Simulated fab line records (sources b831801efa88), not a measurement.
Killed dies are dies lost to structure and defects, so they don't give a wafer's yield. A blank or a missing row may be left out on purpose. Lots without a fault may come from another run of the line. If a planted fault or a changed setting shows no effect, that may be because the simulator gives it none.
A lot that was struck, set against a sound lot ; flow sfq line ; 37 out of 325 route steps
Sound: these wafers, L935.1, L935.3, L935.5. Wafers struck: L929.2, L929.4, L929.6. The cause is named last.
Per side, at each step with rows, come the tool, then ch with its chambers, and then its first start. Under that, the readings that differ: sound wafers ; struck wafers ; difference of the means ; sigmas: that difference in standard deviations of wafers without a fault.
alike: words and numbers the same on both sides, and readings whose means are apart by under 2 such deviations; not compared: readings that were withheld, readings missing a value for some wafer, numbers with overlapping values and no deviation given by the record, and bounds like >300 which may hide the same value.
A row with sigmas, a row that says differs or no value, or rows on one side alone: a step with any of these is where the two part. Numbers that have no deviation but don't overlap get no sigmas and don't part them. A reading missing from all wafers of one side parts the sides only when that side holds two or more wafers.

SFQ_R5_THK_MEAS_934: measures by xrf.
  sound on film metro-01 at day 62 09:47; struck on film metro-04 at day 56 06:20
reading;sound;struck;difference;sigmas
R5_MONX_THK (nm);40.2 40.0 40.3;38.7 39.3 39.0;-1.2;-2
then, 6 steps without rows for these wafers: SFQ_TRILAYER_R5_LITHO_COAT_141 (resist thk 62 nm); SFQ_TRILAYER_R5_LITHO_COAT_136 (resist thk 600 nm); SFQ_TRILAYER_R5_LITHO_SOFTBAKE_140; SFQ_TRILAYER_R5_LITHO_EXPOSE_137 (exposes mask R5, target cd 500 nm); SFQ_TRILAYER_R5_LITHO_PEB_139 (peb time 60 s); SFQ_TRILAYER_R5_LITHO_DEVELOP_138 (time 60 s).
SFQ_R5_OVL_MEAS_935:
  sound on overlay-02 at day 62 15:08; struck on overlay-02 at day 57 03:43
  alike: R5_OVL
then, 2 steps without rows for these wafers: SFQ_TRILAYER_R5_BARC_OPEN_METAL_ETCH_177 (etches BARC in O2, target depth 125 nm, time 41.7 s); SFQ_TRILAYER_R5_ETCH_METAL_ETCH_139 (etches the open film in Cl2, stops on SiO2, target depth 60 nm, time 40 s).
SFQ_TRILAYER_R5_STRIP_STRIP_140: strips in O2.
  sound on rie metal-02 ch 1, day 62 15:18; struck on rie metal-03 ch 0,1, day 57 03:52
  alike: drypump motor current A, oes product au
  not compared: rf hours counter h
then, 1 step without rows for these wafers: SFQ_TRILAYER_R5_STRIP_SOLV_CLEAN_141 (cleans in NMP, time 600 s).
SFQ_TRILAYER_A5C_DEP_PECVD_142: deposits SiO2 from SiH4/N2O, time 15.556 s, target thk 70 nm.
  sound on pecvd-01 ch 1,2, day 62 16:04; struck on pecvd-03 ch 1,2, day 57 04:50
  alike: heater power w, throttle valve pct
then, 6 steps without rows for these wafers: SFQ_TRILAYER_I5_LITHO_COAT_149 (resist thk 62 nm); SFQ_TRILAYER_I5_LITHO_COAT_144 (resist thk 650 nm); SFQ_TRILAYER_I5_LITHO_SOFTBAKE_148; SFQ_TRILAYER_I5_LITHO_EXPOSE_145 (exposes mask I5, target cd 700 nm); SFQ_TRILAYER_I5_LITHO_PEB_147 (peb time 60 s); SFQ_TRILAYER_I5_LITHO_DEVELOP_146 (time 60 s).
SFQ_I5_OVL_MEAS_936:
  sound on overlay-02 at day 62 20:10; struck on overlay-01 at day 58 07:38
  alike: I5_OVL
SFQ_TRILAYER_I5_BARC_OPEN_VIA_ETCH_200: etches BARC in O2, target depth 125 nm, time 41.7 s.
  sound on rie diel-02 ch 1,3, day 62 20:11; struck on rie diel-04 ch 1,3, day 58 07:40
reading;sound;struck;difference;sigmas
oes product au (a.u.);0.679 0.702 0.688;0.677 0.682 0.681;-0.010;-2
  alike: drypump motor current A
  not compared: rf hours counter h
then, 1 step without rows for these wafers: SFQ_TRILAYER_I5_ETCH_VIA_ETCH_147 (etches the open film in CHF3, stops on Nb, target depth 360 nm).
SFQ_TRILAYER_I5_STRIP_STRIP_148: strips in O2.
  sound on rie metal-04 ch 1, day 62 20:23; struck on rie metal-01 ch 0,1, day 58 07:52
  alike: drypump motor current A, oes product au
  not compared: rf hours counter h
then, 7 steps without rows for these wafers: SFQ_TRILAYER_I5_STRIP_SOLV_CLEAN_149 (cleans in NMP, time 600 s); SFQ_TRILAYER_C5_LITHO_COAT_156 (resist thk 62 nm); SFQ_TRILAYER_C5_LITHO_COAT_151 (resist thk 650 nm); SFQ_TRILAYER_C5_LITHO_SOFTBAKE_155; SFQ_TRILAYER_C5_LITHO_EXPOSE_152 (exposes mask C5, target cd 500 nm); SFQ_TRILAYER_C5_LITHO_PEB_154 (peb time 60 s); SFQ_TRILAYER_C5_LITHO_DEVELOP_153 (time 60 s).
-- the record jumps here: 4 days lie between the struck wafers' starts before and after --
SFQ_C5_OVL_MEAS_937:
  sound on overlay-01 at day 67 09:04; struck on overlay-01 at day 62 15:04
  alike: C5_OVL
SFQ_TRILAYER_C5_BARC_OPEN_VIA_ETCH_210: etches BARC in O2, target depth 125 nm, time 41.7 s.
  sound on rie diel-02 ch 0,1,2, day 67 09:06; struck on rie diel-02 ch 0,2,3, day 62 15:05
  alike: drypump motor current A, oes product au
  not compared: rf hours counter h
SFQ_TRILAYER_C5_ETCH_VIA_ETCH_154: etches SiO2 in CHF3, stops on Nb, target depth 84 nm.
  sound on rie diel-02 ch 0,1,2, day 67 09:08; struck on rie diel-02 ch 0,2,3, day 62 15:08
reading;sound;struck;difference;sigmas
oes product au (a.u.);0.894 0.889 0.901;1.001 0.991 0.986;+0.098;+13
model.C5.feature depth nm (nm);70.19 70.05 71.87;83.65 84.04 83.21;+12.93;
model.etch.depth nm (nm);70.19 70.05 71.87;83.65 84.04 83.21;+12.93;
  alike: drypump motor current A
then, 2 steps without rows for these wafers: SFQ_TRILAYER_C5_STRIP_STRIP_155 (strips in O2); SFQ_TRILAYER_C5_STRIP_SOLV_CLEAN_156 (cleans in NMP, time 600 s).
SFQ_TRILAYER_M6_DEP_PRE_CLEAN_158: time 22.5 s.
  sound on pvd sputter-05 at day 67 09:58; struck on pvd sputter-04 at day 62 15:58
reading;sound;struck;difference;sigmas
model.SiO2_of_TRILAYER_A5C_DEP_PECVD_142.thk nm (nm);62.69 62.55 64.37;129.6 133.8 133.6;+69.1;
SFQ_TRILAYER_M6_DEP_SPUTTER_157: material Nb, target thk 200 nm, time 133.3 s.
  sound on pvd sputter-05 at day 67 09:59; struck on pvd sputter-04 at day 62 16:00
  alike: chamber pressure pa, throttle valve pct

## WHERE THEY PART
At SFQ_R5_THK_MEAS_934 first; at SFQ_TRILAYER_C5_ETCH_VIA_ETCH_154 last (within this record only). Later steps at which nothing parts them and some readings are alike: SFQ_TRILAYER_M6_DEP_SPUTTER_157.

WHY: what the simulator had put in
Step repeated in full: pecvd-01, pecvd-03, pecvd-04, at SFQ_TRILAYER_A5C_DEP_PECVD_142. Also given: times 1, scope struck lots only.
